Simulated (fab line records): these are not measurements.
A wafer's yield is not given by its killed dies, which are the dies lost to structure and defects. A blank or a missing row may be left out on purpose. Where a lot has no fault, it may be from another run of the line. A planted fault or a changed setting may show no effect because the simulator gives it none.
Which tool did it? + flow sky130 + 11 lots with 32 wafers sampled at 5 steps, on a route of 708 steps

WHAT EACH GAUGE READ, for each wafer
SKY_SD_P_CD_MEAS_07 targets a cd of 380 nm.
| lot  | measured     | on        | cd_nm (nm)              |
|------|--------------|-----------|-------------------------|
| L452 | day 25 12:04 | cd_sem-01 | 381.2 381.2 380.1       |
| L455 | day 26 13:37 | cd_sem-01 | 366.4 368.5 366.6 368.1 |
| L464 | day 29 21:18 | cd_sem-01 | 378.7 377.4 380.0       |
| L465 | day 30 02:49 | cd_sem-01 | 376.2 375.6 377.2       |
| L466 | day 30 12:39 | cd_sem-01 | 384.4 385.3 382.4       |
| L467 | day 30 20:54 | cd_sem-02 | 381.0 382.2 379.6       |
| L469 | day 31 19:56 | cd_sem-01 | 382.0 381.0 379.1       |
| L470 | day 32 07:37 | cd_sem-01 | 382.3 381.6 385.3       |
| L473 | day 32 13:10 | cd_sem-01 | 380.5 382.5 384.7       |
| L474 | day 32 22:21 | cd_sem-02 | 380.3 379.5 381.0       |
| L475 | day 33 02:58 | cd_sem-01 | 379.2 379.3 376.6       |

EACH LOT AND THE TOOL THAT RAN IT (in order: tool; ch and the chambers of the sampled wafers; start)
| lot  | SKY_POLY_GATE_ETCH_15              | SKY_POLY_GATE_ETCH_16              | SKY_LDD_LDN_STRIP_12                 | SKY_SD_P_EXPOSE_04                  |
|------|------------------------------------|------------------------------------|--------------------------------------|-------------------------------------|
| L452 | rie_diel-01 ch 1,2, day 16 09:26   | rie_diel-01 ch 1,2, day 16 09:31   | plasma_asher-01 ch 0,1, day 22 21:51 | iline_stepper-01 ch 0, day 24 21:23 |
| L455 | rie_diel-01 ch 0,2, day 17 09:52   | rie_diel-01 ch 0,2, day 17 09:57   | plasma_asher-04 ch 0, day 24 00:40   | iline_stepper-02 ch 0, day 25 23:10 |
| L464 | rie_diel-02 ch 0,2, day 21 01:32   | rie_diel-02 ch 0,2, day 21 01:37   | plasma_asher-03 ch 0,1, day 27 10:30 | iline_stepper-02 ch 0, day 29 07:41 |
| L465 | rie_diel-02 ch 0,1,3, day 21 06:17 | rie_diel-02 ch 0,1,3, day 21 06:22 | plasma_asher-01 ch 0,1, day 27 15:49 | iline_stepper-02 ch 0, day 29 12:57 |
| L466 | rie_diel-02 ch 0,2,3, day 21 19:07 | rie_diel-02 ch 0,2,3, day 21 19:12 | plasma_asher-04 ch 0,1, day 28 02:50 | iline_stepper-02 ch 0, day 29 22:56 |
| L467 | rie_diel-01 ch 0,3, day 22 03:02   | rie_diel-01 ch 0,3, day 22 03:07   | plasma_asher-04 ch 0,1, day 28 11:56 | iline_stepper-01 ch 0, day 30 07:20 |
| L469 | rie_diel-02 ch 0,1,2, day 23 04:35 | rie_diel-02 ch 0,1,2, day 23 04:40 | plasma_asher-01 ch 0,1, day 29 11:28 | iline_stepper-02 ch 0, day 31 05:55 |
| L470 | rie_diel-04 ch 0,1,3, day 23 17:58 | rie_diel-04 ch 0,1,3, day 23 18:04 | plasma_asher-01 ch 0,1, day 29 21:40 | iline_stepper-02 ch 0, day 31 17:59 |
| L473 | rie_diel-02 ch 0,1,2, day 23 21:32 | rie_diel-02 ch 0,1,2, day 23 21:37 | plasma_asher-01 ch 0,1, day 30 03:03 | iline_stepper-02 ch 0, day 31 23:55 |
| L474 | rie_diel-01 ch 1,2, day 24 10:59   | rie_diel-01 ch 1,2, day 24 11:04   | plasma_asher-01 ch 0,1, day 30 14:37 | iline_stepper-02 ch 0, day 32 09:37 |
| L475 | rie_diel-04 ch 0,1,3, day 24 14:25 | rie_diel-04 ch 0,1,3, day 24 14:31 | plasma_asher-01 ch 0,1, day 30 18:25 | iline_stepper-01 ch 0, day 32 13:35 |
- SKY_POLY_GATE_ETCH_15: etches BARC in N2/H2, stops on SiO2, time 118.5 s, target depth 110 nm.
- SKY_POLY_GATE_ETCH_16: etches Si3N4 in CH3F/O2, stops on poly-Si, time 147.5 s, target depth 75 nm.
- SKY_LDD_LDN_STRIP_12: strips in O2/N2.
- SKY_SD_P_EXPOSE_04: exposes mask PSDM, target cd 380 nm.

WHAT THE TOOLS THEMSELVES READ (means of the sampled wafers that have a number; where no wafer has one, the mark that the record gives instead)
SKY_POLY_GATE_ETCH_15.
| lot  | tool        | chamber_pressure_mTorr (mTorr) | drypump_motor_current_A (A) | oes_product_au (a.u.) | throttle_valve_pct (%) |
|------|-------------|--------------------------------|-----------------------------|-----------------------|------------------------|
| L452 | rie_diel-01 | 30.004                         | 5.5                         | 0.716                 | 13.210                 |
| L455 | rie_diel-01 | 30.022                         | 5.3                         | 0.713                 | 13.207                 |
| L464 | rie_diel-02 | 30.025                         | 6.1                         | 0.714                 | 13.220                 |
| L465 | rie_diel-02 | 30.017                         | 5.4                         | 0.721                 | 13.219                 |
| L466 | rie_diel-02 | 29.990                         | 5.7                         | 0.718                 | 13.219                 |
| L467 | rie_diel-01 | 29.993                         | 6.0                         | 0.714                 | 13.210                 |
| L469 | rie_diel-02 | 30.002                         | 5.8                         | 0.716                 | 13.211                 |
| L470 | rie_diel-04 | 29.991                         | 5.7                         | 0.713                 | 13.224                 |
| L473 | rie_diel-02 | 29.981                         | 5.8                         | 0.717                 | 13.201                 |
| L474 | rie_diel-01 | 29.995                         | 5.4                         | 0.714                 | 13.213                 |
| L475 | rie_diel-04 | 29.968                         | 5.7                         | 0.715                 | 13.215                 |

SKY_POLY_GATE_ETCH_16.
| lot  | tool        | chamber_pressure_mTorr (mTorr) | drypump_motor_current_A (A) | oes_product_au (a.u.) | throttle_valve_pct (%) |
|------|-------------|--------------------------------|-----------------------------|-----------------------|------------------------|
| L452 | rie_diel-01 | 25.004                         | 5.5                         | 0.642                 | 10.539                 |
| L455 | rie_diel-01 | 24.996                         | 5.3                         | 0.641                 | 10.530                 |
| L464 | rie_diel-02 | 24.990                         | 6.2                         | 0.642                 | 10.540                 |
| L465 | rie_diel-02 | 25.002                         | 5.4                         | 0.643                 | 10.529                 |
| L466 | rie_diel-02 | 24.988                         | 5.7                         | 0.641                 | 10.544                 |
| L467 | rie_diel-01 | 24.983                         | 5.9                         | 0.640                 | 10.535                 |
| L469 | rie_diel-02 | 25.010                         | 5.9                         | 0.638                 | 10.543                 |
| L470 | rie_diel-04 | 25.014                         | 5.7                         | 0.637                 | 10.539                 |
| L473 | rie_diel-02 | 24.996                         | 5.8                         | 0.635                 | 10.538                 |
| L474 | rie_diel-01 | 25.011                         | 5.4                         | 0.637                 | 10.530                 |
| L475 | rie_diel-04 | 24.984                         | 5.7                         | 0.647                 | 10.541                 |

SKY_LDD_LDN_STRIP_12.
| lot  | tool            | chamber_pressure_mTorr (mTorr) | drypump_motor_current_A (A) | oes_product_au (a.u.) | strip_time_to_endpoint_s (s) |
|------|-----------------|--------------------------------|-----------------------------|-----------------------|------------------------------|
| L452 | plasma_asher-01 | 1500.9                         | 5.55                        | 0.717                 | 14.20                        |
| L455 | plasma_asher-04 | 1498.9                         | 5.84                        | 0.717                 | 14.23                        |
| L464 | plasma_asher-03 | 1501.1                         | 5.56                        | 0.713                 | 14.20                        |
| L465 | plasma_asher-01 | 1499.4                         | 5.55                        | 0.712                 | 14.20                        |
| L466 | plasma_asher-04 | 1500.0                         | 5.50                        | 0.714                 | 14.18                        |
| L467 | plasma_asher-04 | 1500.0                         | 5.50                        | 0.712                 | 14.17                        |
| L469 | plasma_asher-01 | 1499.1                         | 5.55                        | 0.713                 | 14.14                        |
| L470 | plasma_asher-01 | 1498.7                         | 5.53                        | 0.712                 | 14.15                        |
| L473 | plasma_asher-01 | 1500.6                         | 5.57                        | 0.718                 | 14.21                        |
| L474 | plasma_asher-01 | 1500.7                         | 5.53                        | 0.717                 | 14.21                        |
| L475 | plasma_asher-01 | 1500.4                         | 5.55                        | 0.714                 | 14.07                        |

THE ANSWER, worked out from the rows above alone
Rule: what is usual is taken from the lots themselves. The widest of any qualifying gaps counts: lots, ordered by their means at a reading, are off when they make up no more than a third of the lots, leave a main group of 4 or more, and stand apart from it by 3 or more times the standard deviation of that group's means. A main group is skipped when, at the precision printed for the reading in the tables above, its means are all equal. A lot without any number at a reading at which 4 lots or more have one is off too. All remaining lots with rows at the step are treated as sound. After the gauges, taken in route order, come the tools' own readings; for these a lot's mean is taken, as printed above. At the first step where some lot is off, the reading lying furthest off is the one used; lots without a number count as furthest.
Off at SKY_SD_P_CD_MEAS_07 (cd_nm): L455. Main group: mean 380.6 nm, sd 2.2.
If a tool, at a process step before that reading, ran all the lots that are off and no sound lot after the first of them, it fits. The gauges at SKY_SD_P_CD_MEAS_07 aren't tried: what is off there is off at SKY_LDD_LDN_STRIP_12 too, on other tools, and a gauge's error can't cause that. No candidate that was tried fits.

WHAT HAD BEEN PUT IN BY THE SIMULATOR
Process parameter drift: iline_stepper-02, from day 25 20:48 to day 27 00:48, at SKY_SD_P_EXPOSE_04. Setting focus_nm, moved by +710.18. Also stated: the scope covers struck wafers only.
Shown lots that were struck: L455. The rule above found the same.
